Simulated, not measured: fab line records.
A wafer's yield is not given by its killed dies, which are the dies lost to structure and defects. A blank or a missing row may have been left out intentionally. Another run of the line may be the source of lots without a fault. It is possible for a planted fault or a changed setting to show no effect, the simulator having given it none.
fab line records ; flow gf180mcu
[record] lots = 14; wafers = 42; last_day = 34
route steps=602 shown SAB@276 M1@316 V1@338
lots that met no fault: taken from a fault-free run of the same line
start_h: the number of hours between the record's first day and the start of the first shown wafer of the lot ; wait_h: time in hours since the lot's previous step ; " same as the row above ; L1.1+2: a single row standing in for several wafers ; - no value present, or no start provided ; * or withheld: withheld ; < > ~ a bound
route shown NAME@n: a module of which the file shows steps, and the number in the route of the first ; usual: the fault-free wafers' mean and standard deviation ; same: alike in all rows ; chamber/n: place in a boat ; sites: each site's reading ; _std_site: the values' standard deviation ; _edge_site: outer sites' mean less inner sites' ; radius_mm: how far each site lies from the wafer's centre ; mask NAME#n: copy n ; behind: the most recent tool/chamber to have shaped the wafer ; hold: why the lot went on hold/how many hours it stayed there/how the hold came to an end ; device: transistor that didn't switch, given as n, p or np ; end of line: tests of these same wafers at the route's end ; step lacking rows: just its recipe ; killed: dies that structure and defects cost at the first sort, which is not the same as the wafer's yield ; map: shows each die of a wafer: x if killed, . if not, _ if none is there
set.NAME: setting as actually run; set.NAME@STEP: the setting as run at that earlier step ; model.NAME: the simulator's own value behind a step, which no gauge read
a sample of lots followed through the steps of the route, with each step as a table and each wafer as a row
services: the hour from which a tool's chamber was out of use, counted from the record's first day as start_h (under 0 if before that day), plus the number of hours and why
[[steps]]
[step GF_SAB_WET_ETCH_12]
[recipe] chemistry = dHF; target_depth_nm = 22; dry = n2_spin; target = SiO2; temp_c = 25; dilution = 100:1; time_s = 440
[usual] bath_heat_duty_pct = 6.2/0.62; temp_c = 25.01/0.11
lot.wafer;tool;chamber;start_h;wait_h;bath_heat_duty_pct;temp_c
L870.2;wet_bench-02;0;343.25;0.0;6.6;25.05
L870.3;wet_bench-02;0;343.25;0.0;6.0;25.04
L870.4;wet_bench-02;0;343.25;0.0;6.2;25.12
L871.1;wet_bench-01;2;355.30;0.0;6.5;24.85
L871.5;wet_bench-01;2;355.30;0.0;6.1;25.18
L871.6;wet_bench-01;2;355.30;0.0;6.5;25.08
L872.3;wet_bench-02;1;362.39;0.0;6.5;24.92
L872.4;wet_bench-02;1;362.39;0.0;6.8;25.05
L872.6;wet_bench-02;1;362.39;0.0;6.5;25.00
L875.3;wet_bench-02;3;392.70;0.0;5.9;25.04
L875.4;wet_bench-02;3;392.70;0.0;5.6;25.02
L875.5;wet_bench-02;3;392.70;0.0;5.4;25.02
L874.2;wet_bench-02;0;393.89;0.0;6.4;24.90
L874.5;wet_bench-02;0;393.89;0.0;5.3;24.81
L874.6;wet_bench-02;0;393.89;0.0;6.5;24.77
L876.3;wet_bench-04;2;402.14;0.0;6.1;25.09
L876.5;wet_bench-04;2;402.14;0.0;6.2;24.93
L876.6;wet_bench-04;2;402.14;0.0;5.8;25.12
L877.2;wet_bench-02;1;409.89;0.0;7.6;25.01
L877.3;wet_bench-02;1;409.89;0.0;7.4;25.12
L877.5;wet_bench-02;1;409.89;0.0;6.9;25.07
L879.3;wet_bench-04;2;434.01;0.0;6.4;25.05
L879.5;wet_bench-04;2;434.01;0.0;6.4;25.12
L879.6;wet_bench-04;2;434.01;0.0;6.4;25.03
L880.1;wet_bench-04;2;441.65;0.0;6.1;25.00
L880.3;wet_bench-04;2;441.65;0.0;6.9;25.04
L880.6;wet_bench-04;2;441.65;0.0;6.0;25.07
L882.1;wet_bench-01;2;463.31;0.0;7.0;24.86
L882.5;wet_bench-01;2;463.31;0.0;6.1;24.90
L882.6;wet_bench-01;2;463.31;0.0;6.6;24.99
L884.1;wet_bench-04;2;478.34;0.0;11.6;29.55
L884.5;wet_bench-04;2;478.34;0.0;11.5;29.59
L884.6;wet_bench-04;2;478.34;0.0;12.3;29.46
L885.3;wet_bench-04;3;489.99;0.0;11.2;29.10
L885.5;wet_bench-04;3;489.99;0.0;11.6;29.20
L885.6;wet_bench-04;3;489.99;0.0;12.3;29.15
L890.2;wet_bench-01;3;522.81;0.0;6.7;24.96
L890.5;wet_bench-01;3;522.81;0.0;5.9;24.95
L890.6;wet_bench-01;3;522.81;0.0;5.7;24.99
L891.1;wet_bench-02;3;532.14;0.0;5.1;24.89
L891.4;wet_bench-02;3;532.14;0.0;5.1;24.90
L891.5;wet_bench-02;3;532.14;0.0;5.6;24.94
[step GF_M1_SPUTTER_01]
[recipe] material = TiN; target_thk_nm = 30; power_w = 6500; time_s = 25; chamber_pressure_pa = 0.4
[usual] cathode_dc_power_W = 6500.1/1.2; throttle_valve_pct = 30.4/1.1
lot.wafer;tool;chamber;start_h;wait_h;cathode_dc_power_W;throttle_valve_pct
L870.2;pvd_sputter-01;-;369.01;0.1;6497.9;31.1
L870.3;pvd_sputter-01;-;369.01;0.1;6500.7;30.5
L870.4;pvd_sputter-01;-;369.01;0.1;6500.0;30.4
L871.1;pvd_sputter-02;-;379.83;0.1;6499.1;30.0
L871.5;pvd_sputter-02;-;379.83;0.1;6499.6;30.5
L871.6;pvd_sputter-02;-;379.83;0.1;6499.3;29.6
L872.3;pvd_sputter-03;-;389.20;0.1;6498.5;31.3
L872.4;pvd_sputter-03;-;389.20;0.1;6499.2;29.3
L872.6;pvd_sputter-03;-;389.20;0.1;6497.4;30.7
L875.3;pvd_sputter-01;-;419.12;0.1;6499.0;32.8
L875.4;pvd_sputter-01;-;419.12;0.1;6498.6;30.8
L875.5;pvd_sputter-01;-;419.12;0.1;6501.0;30.3
L874.2;pvd_sputter-03;-;420.29;0.1;6502.5;31.1
L874.5;pvd_sputter-03;-;420.29;0.1;6500.2;29.2
L874.6;pvd_sputter-03;-;420.29;0.1;6500.4;31.4
L876.3;pvd_sputter-03;-;429.10;0.1;6498.3;31.5
L876.5;pvd_sputter-03;-;429.10;0.1;6499.3;29.1
L876.6;pvd_sputter-03;-;429.10;0.1;6502.6;31.3
L877.2;pvd_sputter-03;-;437.43;0.1;6499.8;31.2
L877.3;pvd_sputter-03;-;437.43;0.1;6499.7;30.7
L877.5;pvd_sputter-03;-;437.43;0.1;6500.5;29.3
L879.3;pvd_sputter-03;-;461.27;0.1;6499.6;29.2
L879.5;pvd_sputter-03;-;461.27;0.1;6499.0;29.2
L879.6;pvd_sputter-03;-;461.27;0.1;6498.1;29.0
L880.1;pvd_sputter-02;-;468.98;0.1;6501.4;30.9
L880.3;pvd_sputter-02;-;468.98;0.1;6502.1;30.5
L880.6;pvd_sputter-02;-;468.98;0.1;6502.2;28.6
L882.1;pvd_sputter-01;-;490.12;0.1;6500.7;30.8
L882.5;pvd_sputter-01;-;490.12;0.1;6499.8;30.6
L882.6;pvd_sputter-01;-;490.12;0.1;6500.2;32.8
L884.1;pvd_sputter-03;-;504.62;0.1;6499.3;29.3
L884.5;pvd_sputter-03;-;504.62;0.1;6501.1;29.4
L884.6;pvd_sputter-03;-;504.62;0.1;6499.6;29.2
L885.3;pvd_sputter-01;-;516.70;0.1;6499.9;30.3
L885.5;pvd_sputter-01;-;516.70;0.1;6501.6;30.7
L885.6;pvd_sputter-01;-;516.70;0.1;6501.5;30.4
L890.2;pvd_sputter-01;-;548.36;0.1;6501.2;30.7
L890.5;pvd_sputter-01;-;548.36;0.1;6500.2;30.6
L890.6;pvd_sputter-01;-;548.36;0.1;6498.1;32.8
L891.1;pvd_sputter-01;-;558.01;0.1;6498.5;30.5
L891.4;pvd_sputter-01;-;558.01;0.1;6499.5;30.5
L891.5;pvd_sputter-01;-;558.01;0.1;6499.2;32.7
[step GF_V1_THK_MEAS_03]
[recipe] reads = SiO2_of_V1_CVD_02
[usual] V1_CVD_02_THK = 848/12
lot.wafer;tool;chamber;start_h;wait_h;V1_CVD_02_THK[nm]
L870.2;film_metro-02;-;392.87;0.0;851
L870.3;film_metro-02;-;392.87;0.0;841
L870.4;film_metro-02;-;392.87;0.0;860
L871.1;film_metro-01;-;403.97;0.0;839
L871.5;film_metro-01;-;403.97;0.0;844
L871.6;film_metro-01;-;403.97;0.0;859
L872.3;film_metro-02;-;413.40;0.1;846
L872.4;film_metro-02;-;413.40;0.1;852
L872.6;film_metro-02;-;413.40;0.1;853
L875.3;film_metro-01;-;444.71;0.1;833
L875.4;film_metro-01;-;444.71;0.1;850
L875.5;film_metro-01;-;444.71;0.1;854
L874.2;film_metro-03;-;445.75;0.0;838
L874.5;film_metro-03;-;445.75;0.0;854
L874.6;film_metro-03;-;445.75;0.0;843
L876.3;film_metro-02;-;454.81;0.1;840
L876.5;film_metro-02;-;454.81;0.1;855
L876.6;film_metro-02;-;454.81;0.1;853
L877.2;film_metro-01;-;462.02;0.0;846
L877.3;film_metro-01;-;462.02;0.0;853
L877.5;film_metro-01;-;462.02;0.0;870
L879.3;film_metro-03;-;486.04;0.1;833
L879.5;film_metro-03;-;486.04;0.1;838
L879.6;film_metro-03;-;486.04;0.1;842
L880.1;film_metro-01;-;495.56;0.0;856
L880.3;film_metro-01;-;495.56;0.0;858
L880.6;film_metro-01;-;495.56;0.0;877
L882.1;film_metro-01;-;515.45;0.0;828
L882.5;film_metro-01;-;515.45;0.0;851
L882.6;film_metro-01;-;515.45;0.0;854
L884.1;film_metro-03;-;530.04;0.0;830
L884.5;film_metro-03;-;530.04;0.0;835
L884.6;film_metro-03;-;530.04;0.0;844
L885.3;film_metro-01;-;542.20;0.1;841
L885.5;film_metro-01;-;542.20;0.1;854
L885.6;film_metro-01;-;542.20;0.1;863
L890.2;film_metro-01;-;571.82;0.0;840
L890.5;film_metro-01;-;571.82;0.0;856
L890.6;film_metro-01;-;571.82;0.0;863
L891.1;film_metro-03;-;581.18;0.0;859
L891.4;film_metro-03;-;581.18;0.0;870
L891.5;film_metro-03;-;581.18;0.0;861
[step GF_V1_ETCH_16]
[recipe] chemistry = N2/H2; target_depth_a = withheld; overetch_a = withheld; time_s = withheld; target = BARC; ion_energy_ev = 200; source_w = 500; bias_w = 100; pressure_mtorr = 30; n2_flow_sccm = 100; h2_flow_sccm = 200
[usual] drypump_motor_current_A = 5.9/0.44; oes_product_au = 0.854/0.0051; throttle_valve_pct = 13.226/0.0093
lot.wafer;tool;chamber;start_h;wait_h;drypump_motor_current_A;oes_product_au;throttle_valve_pct
L870.2;rie_diel-03;0;416.88;0.0;5.9;0.848;13.220
L870.3;rie_diel-03;2;416.88;0.0;5.2;0.847;13.242
L870.4;rie_diel-03;1;416.88;0.0;6.4;0.854;13.240
L871.1;rie_diel-01;1;428.63;0.0;6.7;0.853;13.216
L871.5;rie_diel-01;1;428.63;0.0;6.7;0.851;13.241
L871.6;rie_diel-01;0;428.63;0.0;5.6;0.857;13.238
L872.3;rie_diel-01;2;437.58;0.0;6.1;0.858;13.206
L872.4;rie_diel-01;3;437.58;0.0;5.7;0.858;13.226
L872.6;rie_diel-01;0;437.58;0.0;5.6;0.846;13.229
L875.3;rie_diel-03;1;469.75;0.0;6.4;0.856;13.217
L875.4;rie_diel-03;2;469.75;0.0;5.2;0.849;13.222
L875.5;rie_diel-03;3;469.75;0.0;5.6;0.845;13.222
L874.2;rie_diel-01;0;470.70;0.0;5.6;0.849;13.226
L874.5;rie_diel-01;0;470.70;0.0;5.6;0.862;13.227
L874.6;rie_diel-01;1;470.70;0.0;6.7;0.851;13.215
L876.3;rie_diel-03;2;478.95;0.0;5.1;0.851;13.237
L876.5;rie_diel-03;3;478.95;0.0;5.6;0.851;13.237
L876.6;rie_diel-03;2;478.95;0.0;5.1;0.859;13.227
L877.2;rie_diel-02;1;486.37;0.0;5.7;0.863;13.231
L877.3;rie_diel-02;0;486.37;0.0;6.0;0.857;13.218
L877.5;rie_diel-02;2;486.37;0.0;5.7;0.854;13.216
L879.3;rie_diel-01;3;510.60;0.0;5.7;0.853;13.223
L879.5;rie_diel-01;1;510.60;0.0;6.7;0.862;13.217
L879.6;rie_diel-01;0;510.60;0.0;5.6;0.859;13.207
L880.1;rie_diel-01;1;519.90;0.0;6.7;0.860;13.217
L880.3;rie_diel-01;2;519.90;0.0;6.1;0.851;13.221
L880.6;rie_diel-01;3;519.90;0.0;5.7;0.858;13.233
L882.1;rie_diel-02;0;538.42;0.0;6.1;0.854;13.209
L882.5;rie_diel-02;3;538.42;0.0;6.2;0.861;13.219
L882.6;rie_diel-02;2;538.42;0.0;5.7;0.849;13.225
L884.1;rie_diel-03;3;552.37;0.0;5.6;0.855;13.233
L884.5;rie_diel-03;3;552.37;0.0;5.6;0.853;13.224
L884.6;rie_diel-03;2;552.37;0.0;5.1;0.856;13.228
L885.3;rie_diel-01;1;564.67;0.0;6.6;0.847;13.235
L885.5;rie_diel-01;0;564.67;0.0;5.6;0.851;13.228
L885.6;rie_diel-01;3;564.67;0.0;5.7;0.857;13.208
L890.2;rie_diel-03;3;593.45;0.0;5.6;0.847;13.236
L890.5;rie_diel-03;1;593.45;0.0;6.4;0.850;13.211
L890.6;rie_diel-03;2;593.45;0.0;5.2;0.850;13.233
L891.1;rie_diel-03;1;603.30;0.0;6.4;0.855;13.236
L891.4;rie_diel-03;3;603.30;0.0;5.6;0.859;13.220
L891.5;rie_diel-03;1;603.30;0.0;6.4;0.847;13.205
[[services]]
tool;chamber;start_h;hours;kind
rie_diel-02;2;322.82;15.2;repair
rie_diel-03;2;333.10;8.1;repair
pvd_sputter-02;-;334.73;5.2;repair
rie_diel-03;0;334.78;2.5;repair
rie_diel-02;-;335.08;4.3;pm
pvd_sputter-03;-;335.97;15.3;repair
rie_diel-02;0;339.92;4.0;repair
rie_diel-01;1;350.49;16.4;repair
rie_diel-03;1;352.21;3.1;repair
rie_diel-02;2;365.62;21.6;repair
rie_diel-01;3;366.92;-;clean
rie_diel-01;3;366.92;15.6;scheduled_down
rie_diel-03;0;394.53;15.8;repair
pvd_sputter-03;-;424.45;2.2;repair
rie_diel-02;1;446.65;5.6;repair
pvd_sputter-01;-;491.50;10.0;repair
rie_diel-03;3;493.27;3.3;repair
pvd_sputter-03;-;546.01;3.2;repair
rie_diel-01;2;563.97;94.4;repair
pvd_sputter-03;-;574.42;1.6;repair
rie_diel-02;3;593.62;20.9;repair
pvd_sputter-03;-;594.66;24.6;repair
rie_diel-01;0;597.90;2.9;repair
rie_diel-01;-;598.04;1.6;repair
[[key]]
[first_sign] step = GF_SAB_WET_ETCH_12; reading = temp_c; direction = up; sigmas = 41; usual = *; struck = *
[effect] step = GF_SAB_WET_ETCH_12; reading = bath_heat_duty_pct; direction = up; sigmas = 9; usual = 6.2; struck = 11.8
met_at GF_SAB_WET_ETCH_12
struck_lots L884,L885
tester_left_out L884,L885
not_acting_at GF_M1_SPUTTER_01,GF_V1_THK_MEAS_03,GF_V1_ETCH_16
onset_between 441.65 478.34
[fault] kind = process_parameter_drift; tool = wet_bench-04; chamber = -; onset_h = 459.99; steps = GF_SAB_WET_ETCH_12; channel = temp_c; offset = *; shape = step; end_h = 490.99; acts_in = *; stated = *
// tester_left_out: of these lots the tester's yield and bins aren't shown, on N5 and GAA mostly nor the transistor test; their killed dies are dies lost to structure and defects alone, not to doping, threshold or leakage, so they don't give the yield
